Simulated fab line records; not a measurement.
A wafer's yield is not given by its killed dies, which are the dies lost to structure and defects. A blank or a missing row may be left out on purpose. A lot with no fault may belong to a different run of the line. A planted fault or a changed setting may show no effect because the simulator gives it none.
fab line records ; flow sfqLine ; part 1 of 2: steps 1 to 29 of 42
[record] lots = 5; wafers = 15; lastDay = 87
route steps=325 shown M4@153 I4@163 JJ@178
lots that met no fault: taken from a fault-free run of the same line
startH: hours from the record's first day to the start of the lot's first wafer shown ; waitH: time in hours since the lot's previous step ; " as in the row above ; L1.1+2: several wafers, shown together as one row ; - value missing, or start not given ; * or withheld: withheld ; < > ~ a bound
route shown NAME@n: names a module that has steps shown in the file, with the first one's number in the route ; usual: mean/standard deviation taken from wafers without a fault ; same: alike in all rows ; chamber/n: place in a boat ; sites: readings site by site ; _std_site: standard deviation of those values ; _edge_site: inner sites' mean taken away from outer sites' mean ; radiusMm: for every site, how far away it sits from the centre of the wafer ; mask NAME#n: copy n ; behind: tool/chamber where the wafer was last shaped ; hold: what put the lot on hold/how long, in hours/how the hold closed ; device: whichever transistor did not switch (one of n, p or np) ; end of line: tests run on the same wafers once the route is complete ; where a step has no rows: the recipe by itself ; killed: dies that structure and defects cost at the first sort, which is not the same as the wafer's yield ; map: shows each die of a wafer: x if killed, . if not, _ if none is there
set.NAME: the setting the step ran with; set.NAME@STEP: the setting that earlier step ran with ; model.NAME: the simulator's own value behind a step, which no gauge read
lots at some steps of the route; a table a step, a row a wafer
services: a tool's chamber out of use, with start hour (startH, from the record's first day; less than 0 if before it), hours out, and reason
[[steps]]
[step SFQ_TRILAYER_M4_LITHO_COAT_093]
[recipe] resist = KrF; spinRpm = 3000; resistThkNm = 600
lot.wafer;tool;chamber;startH;waitH
L075.1+2+5;lithoTrack-03;0;906.90;0.2
L077.2+3+4;lithoTrack-02;0;939.69;0.2
L078.1+3+5;lithoTrack-04;0;964.84;0.2
L081.2+3+6;lithoTrack-03;0;1068.38;0.2
L091.1+3+5;lithoTrack-02;0;1258.97;0.2
[step SFQ_TRILAYER_M4_LITHO_SOFTBAKE_097]
[recipe] tempC = withheld; timeS = withheld; resist = KrF
lot.wafer;tool;chamber;startH;waitH
L075.1+2+5;lithoTrack-03;0;907.20;0.2
L077.2+3+4;lithoTrack-02;0;939.96;0.2
L078.1+3+5;lithoTrack-04;0;965.14;0.2
L081.2+3+6;lithoTrack-03;0;1068.65;0.2
L091.1+3+5;lithoTrack-02;0;1259.27;0.2
[step SFQ_TRILAYER_M4_LITHO_EXPOSE_094]
[recipe] maskId = M4; na = 0.6; sourceShape = conventional; sigmaOuter = 0.65; targetCdNm = 500; doseMj = 14.4
lot.wafer;tool;chamber;startH;waitH;mask
L075.1+2+5;krfScanner-01;0;1053.44;-;M4#0
L077.2+3+4;krfScanner-02;0;1082.27;-;M4#0
L078.1+3+5;krfScanner-01;0;1084.38;-;M4#0
L081.2+3+6;krfScanner-01;0;1088.18;-;M4#0
L091.1+3+5;krfScanner-01;0;1387.35;-;M4#0
[step SFQ_TRILAYER_M4_LITHO_PEB_096]
[recipe] pebTempC = 115; pebTimeS = 60; resist = KrF
lot.wafer;tool;chamber;startH;waitH
L075.1+2+5;lithoTrack-02;0;1054.64;1.0
L077.2+3+4;lithoTrack-03;0;1083.29;0.8
L078.1+3+5;lithoTrack-04;0;1085.58;1.0
L081.2+3+6;lithoTrack-03;0;1089.20;0.8
L091.1+3+5;lithoTrack-04;0;1388.55;1.0
[step SFQ_TRILAYER_M4_LITHO_DEVELOP_095]
[recipe] timeS = 60; resist = KrF
lot.wafer;tool;chamber;startH;waitH
L075.1+2+5;lithoTrack-02;0;1054.79;0.1
L077.2+3+4;lithoTrack-03;0;1083.44;0.1
L078.1+3+5;lithoTrack-04;0;1085.73;0.1
L081.2+3+6;lithoTrack-03;0;1089.35;0.1
L091.1+3+5;lithoTrack-04;0;1388.70;0.1
[step SFQ_M4_OVL_MEAS_926]
[usual] M4_OVL = 0/6.3
lot.wafer;tool;chamber;startH;waitH;M4_OVL[nm]
L075.1;overlay-02;-;1054.94;0.1;-5
L075.2;overlay-02;-;1054.94;0.1;0
L075.5;overlay-02;-;1054.94;0.1;-10
L077.2;overlay-01;-;1083.57;0.1;-2
L077.3;overlay-01;-;1083.57;0.1;-11
L077.4;overlay-01;-;1083.57;0.1;3
L078.1;overlay-02;-;1085.88;0.1;3
L078.3;overlay-02;-;1085.88;0.1;3
L078.5;overlay-02;-;1085.88;0.1;6
L081.2;overlay-02;-;1089.49;0.1;10
L081.3;overlay-02;-;1089.49;0.1;10
L081.6;overlay-02;-;1089.49;0.1;5
L091.1;overlay-01;-;1388.85;0.1;-4
L091.3;overlay-01;-;1388.85;0.1;-1
L091.5;overlay-01;-;1388.85;0.1;0
[step SFQ_TRILAYER_M4_BARC_OPEN_METAL_ETCH_123]
[recipe] maskMaterial = PR; chemistry = O2; targetDepthNm = 125; target = BARC; icpW = 600; biasW = 80; pressureMtorr = 10; timeS = 41.7
[usual] drypumpMotorCurrentA = 5.4/0.31; oesProductAu = 0.684/0.0049
lot.wafer;tool;chamber;startH;waitH;drypumpMotorCurrentA;oesProductAu;rfHoursCounterH
L075.1;rieMetal-02;0;1054.98;0.0;5.0;0.688;92
L075.2;rieMetal-02;1;1054.98;0.0;5.7;0.686;68
L075.5;rieMetal-02;1;1054.98;0.0;5.7;0.681;-
L077.2;rieMetal-03;0;1083.60;0.0;5.1;0.692;98
L077.3;rieMetal-03;0;1083.60;0.0;5.1;0.695;-
L077.4;rieMetal-03;1;1083.60;0.0;5.3;0.682;-
L078.1;rieMetal-02;0;1085.92;0.0;5.0;0.692;97
L078.3;rieMetal-02;0;1085.92;0.0;5.0;0.684;-
L078.5;rieMetal-02;0;1085.92;0.0;5.0;0.686;-
L081.2;rieMetal-04;0;1089.52;0.0;5.7;0.681;83
L081.3;rieMetal-04;0;1089.52;0.0;5.7;0.690;-
L081.6;rieMetal-04;1;1089.52;0.0;5.9;0.685;-
L091.1;rieMetal-03;1;1388.89;0.0;5.2;0.689;132
L091.3;rieMetal-03;1;1388.89;0.0;5.2;0.692;-
L091.5;rieMetal-03;0;1388.89;0.0;5.1;0.681;-
[step SFQ_TRILAYER_M4_ETCH_METAL_ETCH_096]
[recipe] target = Nb; stopOn = SiO2; maskMaterial = PR; chemistry = Cl2/Ar; targetDepthNm = 240; icpW = 600; biasW = 80; pressureMtorr = 10; timeS = 120
[usual] drypumpMotorCurrentA = 5.4/0.31; oesProductAu = 0.893/0.0073
lot.wafer;tool;chamber;startH;waitH;drypumpMotorCurrentA;oesProductAu;rfHoursCounterH
L075.1;rieMetal-02;0;1055.04;0.0;5.0;0.889;92
L075.2;rieMetal-02;1;1055.04;0.0;5.8;0.894;68
L075.5;rieMetal-02;1;1055.04;0.0;5.7;0.896;-
L077.2;rieMetal-03;0;1083.66;0.0;5.1;0.892;98
L077.3;rieMetal-03;0;1083.66;0.0;5.1;0.892;-
L077.4;rieMetal-03;1;1083.66;0.0;5.2;0.891;-
L078.1;rieMetal-02;0;1085.97;0.0;5.0;0.898;97
L078.3;rieMetal-02;0;1085.97;0.0;5.0;0.885;-
L078.5;rieMetal-02;0;1085.97;0.0;5.0;0.895;-
L081.2;rieMetal-04;0;1089.57;0.0;5.7;0.877;83
L081.3;rieMetal-04;0;1089.57;0.0;5.7;0.900;-
L081.6;rieMetal-04;1;1089.57;0.0;5.9;0.884;-
L091.1;rieMetal-03;1;1388.95;0.0;5.3;0.896;132
L091.3;rieMetal-03;1;1388.95;0.0;5.2;0.887;-
L091.5;rieMetal-03;0;1388.95;0.0;5.1;0.882;-
[step SFQ_TRILAYER_M4_STRIP_STRIP_097]
[recipe] gas = O2; powerW = 200; platenTempC = 40; overashFraction = 0.65; chemistry = O2; pressureMtorr = 50
[usual] drypumpMotorCurrentA = 5.4/0.31; oesProductAu = 0.999/0.0085
lot.wafer;tool;chamber;startH;waitH;drypumpMotorCurrentA;oesProductAu;rfHoursCounterH
L075.1;rieMetal-02;0;1055.16;0.1;5.0;0.995;93
L075.2;rieMetal-02;1;1055.16;0.1;5.7;0.990;68
L075.5;rieMetal-02;1;1055.16;0.1;5.7;0.990;-
L077.2;rieMetal-03;0;1083.79;0.1;5.1;1.001;98
L077.3;rieMetal-03;0;1083.79;0.1;5.1;1.009;-
L077.4;rieMetal-03;1;1083.79;0.1;5.3;0.991;-
L078.1;rieMetal-02;0;1086.10;0.1;5.0;1.010;97
L078.3;rieMetal-02;0;1086.10;0.1;5.0;0.999;-
L078.5;rieMetal-02;0;1086.10;0.1;5.0;0.993;-
L081.2;rieMetal-04;0;1089.70;0.1;5.7;1.006;83
L081.3;rieMetal-04;0;1089.70;0.1;5.7;1.007;-
L081.6;rieMetal-04;1;1089.70;0.1;5.9;1.000;-
L091.1;rieMetal-03;1;1389.07;0.1;5.3;0.996;133
L091.3;rieMetal-03;1;1389.07;0.1;5.3;0.986;-
L091.5;rieMetal-03;0;1389.07;0.1;5.1;1.004;-
[step SFQ_TRILAYER_M4_STRIP_SOLV_CLEAN_098]
[recipe] chemistry = NMP; tempC = 70; timeS = 600
lot.wafer;tool;chamber;startH;waitH
L075.1+2+5;wetBench-02;3,5,1;1055.76;0.4
L077.2+3+4;wetBench-01;1,0,4;1084.39;0.4
L078.1+3+5;wetBench-02;4,3,5;1086.70;0.4
L081.2+3+6;wetBench-03;4,2,7;1090.30;0.4
L091.1+3+5;wetBench-01;0,2,5;1389.67;0.4
[step SFQ_TRILAYER_I4_DEP_PECVD_099]
[recipe] material = SiO2; tempC = 150; timeS = 111.11; pressureTorr = 2.4; rfW = 183.3; precursor = SiH4/N2O; targetThkNm = 500
[usual] chamberPressureTorr = 2.400/0.0052; heaterPowerW = 88/13; throttleValvePct = 24.1/1.2
lot.wafer;tool;chamber;startH;waitH;chamberPressureTorr;heaterPowerW;throttleValvePct
L075.1;pecvd-04;2;1055.94;0.0;2.404;84;24.3
L075.2;pecvd-04;0;1055.94;0.0;2.392;84;26.2
L075.5;pecvd-04;2;1055.94;0.0;2.394;84;24.8
L077.2;pecvd-03;1;1084.56;0.0;2.392;89;25.6
L077.3;pecvd-03;2;1084.56;0.0;2.395;86;23.9
L077.4;pecvd-03;1;1084.56;0.0;2.399;92;25.8
L078.1;pecvd-04;1;1087.05;0.0;2.401;83;25.7
L078.3;pecvd-04;2;1087.05;0.0;2.396;80;24.5
L078.5;pecvd-04;2;1087.05;0.0;2.394;84;24.5
L081.2;pecvd-03;1;1090.47;0.0;2.403;95;25.9
L081.3;pecvd-03;0;1090.47;0.0;2.392;112;24.0
L081.6;pecvd-03;2;1090.47;0.0;2.412;80;23.6
L091.1;pecvd-04;0;1389.88;0.0;2.391;75;23.3
L091.3;pecvd-04;1;1389.88;0.0;2.397;89;22.2
L091.5;pecvd-04;0;1389.88;0.0;2.395;77;23.8
[step SFQ_TRILAYER_I4_CMP_CMP_100]
[recipe] material = SiO2; downForcePsi = 3; platenRpm = 60; padVelocityMS = 0.94248
[usual] motorCurrentA = 10.2/1.2; timeToEndpointS = 215/8.1
lot.wafer;tool;chamber;startH;waitH;motorCurrentA;timeToEndpointS
L075.1;cmp-02;0;1069.23;13.2;9.6;219
L075.2;cmp-02;2;1070.23;14.2;9.3;210
L075.5;cmp-02;3;1070.23;14.2;11.8;212
L077.4;cmp-01;0;1101.24;16.6;9.6;227
L077.3;cmp-01;2;1102.24;17.6;9.8;208
L077.2;cmp-01;3;1102.24;17.6;10.5;217
L078.1;cmp-02;3;1104.73;17.6;12.0;210
L078.3;cmp-02;0;1104.73;17.6;10.3;214
L078.5;cmp-02;3;1106.73;19.6;11.6;223
L081.2;cmp-01;3;1113.24;22.7;10.5;221
L081.3;cmp-01;1;1114.24;23.7;9.5;207
L081.6;cmp-01;0;1115.74;25.2;8.9;233
L091.1;cmp-02;3;1389.96;0.0;12.2;208
L091.3;cmp-02;0;1389.96;0.0;9.8;216
L091.5;cmp-02;0;1392.46;2.5;9.9;220
[step SFQ_I4_BOW_MEAS_927]
[recipe] mode = bow
[usual] I4_BOW = 2/8.8
lot.wafer;tool;chamber;startH;waitH;I4_BOW[um]
L075.1;filmMetro-03;-;1071.73;2.0;11
L075.2;filmMetro-03;-;1071.73;2.0;14
L075.5;filmMetro-03;-;1071.73;2.0;6
L077.2;filmMetro-01;-;1104.26;1.0;-2
L077.3;filmMetro-01;-;1104.26;1.0;-3
L077.4;filmMetro-01;-;1104.26;1.0;0
L078.1;filmMetro-02;-;1107.73;2.5;-1
L078.3;filmMetro-02;-;1107.73;2.5;1
L078.5;filmMetro-02;-;1107.73;2.5;-10
L081.2;filmMetro-03;-;1116.26;2.5;5
L081.3;filmMetro-03;-;1116.26;2.5;11
L081.6;filmMetro-03;-;1116.26;2.5;0
L091.1;filmMetro-02;-;1392.96;2.5;-1
L091.3;filmMetro-02;-;1392.96;2.5;-11
L091.5;filmMetro-02;-;1392.96;2.5;0
[step SFQ_TRILAYER_I4_METRO_MEASURE_101]
[usual] thkNm = 200.2/1.2
lot.wafer;tool;chamber;startH;waitH;thkNm
L075.1;filmMetro-03;-;1071.85;0.1;199.2
L075.2;filmMetro-03;-;1071.85;0.1;197.6
L075.5;filmMetro-03;-;1071.85;0.1;200.2
L077.2;filmMetro-01;-;1104.56;0.3;201.7
L077.3;filmMetro-01;-;1104.56;0.3;200.5
L077.4;filmMetro-01;-;1104.56;0.3;203.1
L078.1;filmMetro-02;-;1107.85;0.1;199.3
L078.3;filmMetro-02;-;1107.85;0.1;200.6
L078.5;filmMetro-02;-;1107.85;0.1;199.5
L081.2;filmMetro-03;-;1116.56;0.3;199.7
L081.3;filmMetro-03;-;1116.56;0.3;198.3
L081.6;filmMetro-03;-;1116.56;0.3;201.2
L091.1;filmMetro-02;-;1393.08;0.1;199.3
L091.3;filmMetro-02;-;1393.08;0.1;201.5
L091.5;filmMetro-02;-;1393.08;0.1;200.6
[step SFQ_TRILAYER_I4_VIA_LITHO_COAT_108]
[recipe] resist = BARC; spinRpm = 3000; resistThkNm = 62
lot.wafer;tool;chamber;startH;waitH
L075.1+2+5;lithoTrack-01;0;1073.05;1.0
L077.2+3+4;lithoTrack-04;0;1105.61;0.8
L078.1+3+5;lithoTrack-02;0;1109.05;1.0
L081.2+3+6;lithoTrack-02;0;1117.61;0.8
L091.1+3+5;lithoTrack-04;0;1394.28;1.0
[step SFQ_TRILAYER_I4_VIA_LITHO_COAT_103]
[recipe] resist = KrF; spinRpm = 3000; resistThkNm = 650
lot.wafer;tool;chamber;startH;waitH
L075.1+2+5;lithoTrack-01;0;1073.35;0.2
L077.2+3+4;lithoTrack-04;0;1105.91;0.2
L078.1+3+5;lithoTrack-02;0;1109.35;0.2
L081.2+3+6;lithoTrack-02;0;1117.91;0.2
L091.1+3+5;lithoTrack-04;0;1394.58;0.2
[step SFQ_TRILAYER_I4_VIA_LITHO_SOFTBAKE_107]
[recipe] tempC = withheld; timeS = withheld; resist = KrF
lot.wafer;tool;chamber;startH;waitH
L075.1+2+5;lithoTrack-01;0;1073.65;0.2
L077.2+3+4;lithoTrack-04;0;1106.19;0.2
L078.1+3+5;lithoTrack-02;0;1109.65;0.2
L081.2+3+6;lithoTrack-02;0;1118.19;0.2
L091.1+3+5;lithoTrack-04;0;1394.88;0.2
[step SFQ_TRILAYER_I4_VIA_LITHO_EXPOSE_104]
[recipe] maskId = I4; na = 0.6; sourceShape = conventional; sigmaOuter = 0.65; targetCdNm = 700; doseMj = 21.3
lot.wafer;tool;chamber;startH;waitH;mask
L075.1+2+5;krfScanner-01;0;1188.61;-;I4#0
L077.2+3+4;krfScanner-02;0;1206.91;-;I4#0
L078.1+3+5;krfScanner-02;0;1209.11;-;I4#0
L081.2+3+6;krfScanner-02;0;1216.31;-;I4#0
L091.1+3+5;krfScanner-02;0;1395.03;-;I4#0
[step SFQ_TRILAYER_I4_VIA_LITHO_PEB_106]
[recipe] pebTempC = 115; pebTimeS = 60; resist = KrF
lot.wafer;tool;chamber;startH;waitH
L075.1+2+5;lithoTrack-01;0;1189.81;1.0
L077.2+3+4;lithoTrack-01;0;1207.93;0.8
L078.1+3+5;lithoTrack-04;0;1210.31;1.0
L081.2+3+6;lithoTrack-02;0;1217.33;0.8
L091.1+3+5;lithoTrack-02;0;1396.23;1.0
[step SFQ_TRILAYER_I4_VIA_LITHO_DEVELOP_105]
[recipe] timeS = 60; resist = KrF
lot.wafer;tool;chamber;startH;waitH
L075.1+2+5;lithoTrack-01;0;1189.96;0.1
L077.2+3+4;lithoTrack-01;0;1208.08;0.1
L078.1+3+5;lithoTrack-04;0;1210.46;0.1
L081.2+3+6;lithoTrack-02;0;1217.48;0.1
L091.1+3+5;lithoTrack-02;0;1396.38;0.1
[step SFQ_I4_OVL_MEAS_928]
[usual] I4_OVL = 1/5.9
lot.wafer;tool;chamber;startH;waitH;I4_OVL[nm]
L075.1;overlay-01;-;1190.11;0.1;7
L075.2;overlay-01;-;1190.11;0.1;4
L075.5;overlay-01;-;1190.11;0.1;5
L077.2;overlay-02;-;1208.21;0.1;5
L077.3;overlay-02;-;1208.21;0.1;1
L077.4;overlay-02;-;1208.21;0.1;-2
L078.1;overlay-02;-;1210.61;0.1;-4
L078.3;overlay-02;-;1210.61;0.1;-1
L078.5;overlay-02;-;1210.61;0.1;2
L081.2;overlay-02;-;1217.61;0.1;-10
L081.3;overlay-02;-;1217.61;0.1;-4
L081.6;overlay-02;-;1217.61;0.1;-8
L091.1;overlay-02;-;1396.53;0.1;10
L091.3;overlay-02;-;1396.53;0.1;9
L091.5;overlay-02;-;1396.53;0.1;13
[step SFQ_TRILAYER_I4_VIA_BARC_OPEN_VIA_ETCH_146]
[recipe] maskMaterial = PR; chemistry = O2; targetDepthNm = 125; target = BARC; sourceW = 500; biasW = 80; pressureMtorr = 30; timeS = 41.7
[usual] drypumpMotorCurrentA = 5.7/0.38; oesProductAu = 0.685/0.0048
lot.wafer;tool;chamber;startH;waitH;drypumpMotorCurrentA;oesProductAu;rfHoursCounterH
L075.1;rieDiel-01;1;1190.15;0.0;5.8;0.690;16
L075.2;rieDiel-01;0;1190.15;0.0;5.4;0.682;12
L075.5;rieDiel-01;1;1190.15;0.0;5.8;0.681;-
L077.2;rieDiel-02;1;1208.24;0.0;4.9;0.680;20
L077.3;rieDiel-02;0;1208.24;0.0;5.6;0.680;2
L077.4;rieDiel-02;1;1208.24;0.0;4.9;0.686;-
L078.1;rieDiel-01;2;1210.64;0.0;6.0;0.688;11
L078.3;rieDiel-01;1;1210.64;0.0;5.8;0.682;17
L078.5;rieDiel-01;1;1210.64;0.0;5.8;0.680;-
L081.2;rieDiel-01;3;1217.64;0.0;5.1;0.686;19
L081.3;rieDiel-01;2;1217.64;0.0;6.0;0.686;11
L081.6;rieDiel-01;1;1217.64;0.0;5.8;0.696;-
L091.1;rieDiel-01;0;1396.57;0.0;5.4;0.686;16
L091.3;rieDiel-01;1;1396.57;0.0;5.8;0.690;20
L091.5;rieDiel-01;2;1396.57;0.0;6.0;0.686;-
[step SFQ_TRILAYER_I4_VIA_ETCH_VIA_ETCH_106]
[recipe] target = SiO2; stopOn = Nb; maskMaterial = PR; taperDeg = 20; chemistry = CHF3; targetDepthNm = 260; sourceW = 500; biasW = 80; pressureMtorr = 30; timeS = withheld
[usual] drypumpMotorCurrentA = 5.7/0.38; oesProductAu = 0.855/0.0053
lot.wafer;tool;chamber;startH;waitH;drypumpMotorCurrentA;oesProductAu
L075.1;rieDiel-01;1;1190.19;0.0;5.8;0.852
L075.2;rieDiel-01;0;1190.19;0.0;5.4;0.851
L075.5;rieDiel-01;1;1190.19;0.0;5.8;0.861
L077.2;rieDiel-02;1;1208.28;0.0;4.9;0.859
L077.3;rieDiel-02;0;1208.28;0.0;5.5;0.861
L077.4;rieDiel-02;1;1208.28;0.0;4.9;0.855
L078.1;rieDiel-01;2;1210.68;0.0;6.0;0.860
L078.3;rieDiel-01;1;1210.68;0.0;5.8;0.855
L078.5;rieDiel-01;1;1210.68;0.0;5.8;0.842
L081.2;rieDiel-01;3;1217.68;0.0;5.2;0.853
L081.3;rieDiel-01;2;1217.68;0.0;5.9;0.851
L081.6;rieDiel-01;1;1217.68;0.0;5.7;0.859
L091.1;rieDiel-01;0;1396.60;0.0;5.4;0.857
L091.3;rieDiel-01;1;1396.60;0.0;5.8;0.852
L091.5;rieDiel-01;2;1396.60;0.0;6.0;0.869
[step SFQ_TRILAYER_I4_VIA_STRIP_STRIP_107]
[recipe] gas = O2; powerW = 200; platenTempC = 40; overashFraction = 0.65; chemistry = O2; pressureMtorr = 50
[usual] drypumpMotorCurrentA = 5.7/0.43; oesProductAu = 1.005/0.0091
lot.wafer;tool;chamber;startH;waitH;drypumpMotorCurrentA;oesProductAu;rfHoursCounterH
L075.1;rieMetal-04;0;1190.30;-;5.7;1.005;99
L075.2;rieMetal-04;1;1190.30;-;5.9;0.997;139
L075.5;rieMetal-04;0;1190.30;-;5.7;1.004;-
L077.2;rieMetal-04;0;1208.59;-;5.7;1.010;-
L077.3;rieMetal-04;0;1208.59;-;5.7;1.010;-
L077.4;rieMetal-04;0;1208.59;-;5.7;0.998;-
L078.1;rieMetal-01;1;1210.79;-;6.6;0.998;96
L078.3;rieMetal-01;0;1210.79;-;5.1;1.008;-
L078.5;rieMetal-01;1;1210.79;-;6.6;1.007;-
L081.2;rieMetal-02;1;1217.79;-;5.8;0.999;95
L081.3;rieMetal-02;1;1217.79;-;5.7;0.996;-
L081.6;rieMetal-02;0;1217.79;-;5.0;0.996;-
L091.1;rieMetal-01;0;1396.72;-;5.1;1.004;1
L091.3;rieMetal-01;1;1396.72;-;6.6;0.996;-
L091.5;rieMetal-01;1;1396.72;-;6.6;1.004;-
[step SFQ_TRILAYER_I4_VIA_STRIP_SOLV_CLEAN_108]
[recipe] chemistry = NMP; tempC = 70; timeS = 600
lot.wafer;tool;chamber;startH;waitH
L075.1+2+5;wetBench-02;2,1,3;1190.90;0.4
L077.2+3+4;wetBench-02;0,4,2;1209.59;0.8
L078.1+3+5;wetBench-02;7,1,4;1211.39;0.4
L081.2+3+6;wetBench-02;0,7,4;1218.39;0.4
L091.1+3+5;wetBench-03;5,0,1;1397.32;0.4
[step SFQ_TRILAYER_JJ_TRILAYER_DEP_PRE_CLEAN_113]
[recipe] gas = Ar; timeS = 22.5; biasV = 250
lot.wafer;tool;chamber;startH;waitH
L075.1+2+5;pvdSputter-06;-;1191.08;0.0
L077.2+3+4;pvdSputter-04;-;1209.77;0.0
L078.1+3+5;pvdSputter-03;-;1211.57;0.0
L081.2+3+6;pvdSputter-03;-;1218.57;0.0
L091.1+3+5;pvdSputter-06;-;1397.49;0.0
[step SFQ_TRILAYER_JJ_TRILAYER_DEP_SPUTTER_109]
[recipe] material = Nb; basePressurePa = 1.33e-06; chamberPressurePa = 0.1333; substrateTempC = 20; targetThkNm = 150; powerW = 2000; timeS = 100
[usual] throttleValvePct = 30.2/1.3
lot.wafer;tool;chamber;startH;waitH;throttleValvePct
L075.1;pvdSputter-06;-;1191.11;0.0;32.2
L075.2;pvdSputter-06;-;1191.11;0.0;30.4
L075.5;pvdSputter-06;-;1191.11;0.0;32.0
L077.2;pvdSputter-04;-;1209.80;0.0;31.1
L077.3;pvdSputter-04;-;1209.80;0.0;31.5
L077.4;pvdSputter-04;-;1209.80;0.0;28.2
L078.1;pvdSputter-03;-;1211.60;0.0;28.9
L078.3;pvdSputter-03;-;1211.60;0.0;30.9
L078.5;pvdSputter-03;-;1211.60;0.0;29.0
L081.2;pvdSputter-03;-;1218.60;0.0;28.9
L081.3;pvdSputter-03;-;1218.60;0.0;29.1
L081.6;pvdSputter-03;-;1218.60;0.0;31.3
L091.1;pvdSputter-06;-;1397.52;0.0;30.3
L091.3;pvdSputter-06;-;1397.52;0.0;32.2
L091.5;pvdSputter-06;-;1397.52;0.0;31.4
[step SFQ_TRILAYER_JJ_TRILAYER_DEP_SPUTTER_110]
[recipe] material = Al; basePressurePa = 1.33e-06; targetThkNm = 8; powerW = 500; timeS = 10; chamberPressurePa = 0.4
[usual] throttleValvePct = 30.2/1.3
lot.wafer;tool;chamber;startH;waitH;throttleValvePct
L075.1;pvdSputter-06;-;1191.18;0.0;31.9
L075.2;pvdSputter-06;-;1191.18;0.0;30.3
L075.5;pvdSputter-06;-;1191.18;0.0;32.5
L077.2;pvdSputter-04;-;1209.87;0.0;31.1
L077.3;pvdSputter-04;-;1209.87;0.0;31.2
L077.4;pvdSputter-04;-;1209.87;0.0;27.9
L078.1;pvdSputter-03;-;1211.67;0.0;28.8
L078.3;pvdSputter-03;-;1211.67;0.0;31.1
L078.5;pvdSputter-03;-;1211.67;0.0;28.7
L081.2;pvdSputter-03;-;1218.67;0.0;28.9
L081.3;pvdSputter-03;-;1218.67;0.0;28.6
L081.6;pvdSputter-03;-;1218.67;0.0;30.8
L091.1;pvdSputter-06;-;1397.59;0.0;30.4
L091.3;pvdSputter-06;-;1397.59;0.0;32.1
L091.5;pvdSputter-06;-;1397.59;0.0;31.6
[step SFQ_TRILAYER_JJ_TRILAYER_DEP_AL_OXIDATION_111]
[recipe] pressureMbar = 0.014667; oxidationTimeS = 600; temperatureK = 293
[same] oxidationTimeS = 600
lot.wafer;tool;chamber;startH;waitH
L075.1+2+5;pvdSputter-06;-;1191.20;0.0
L077.2+3+4;pvdSputter-04;-;1209.89;0.0
L078.1+3+5;pvdSputter-03;-;1211.69;0.0
L081.2+3+6;pvdSputter-03;-;1218.69;0.0
L091.1+3+5;pvdSputter-06;-;1397.62;0.0
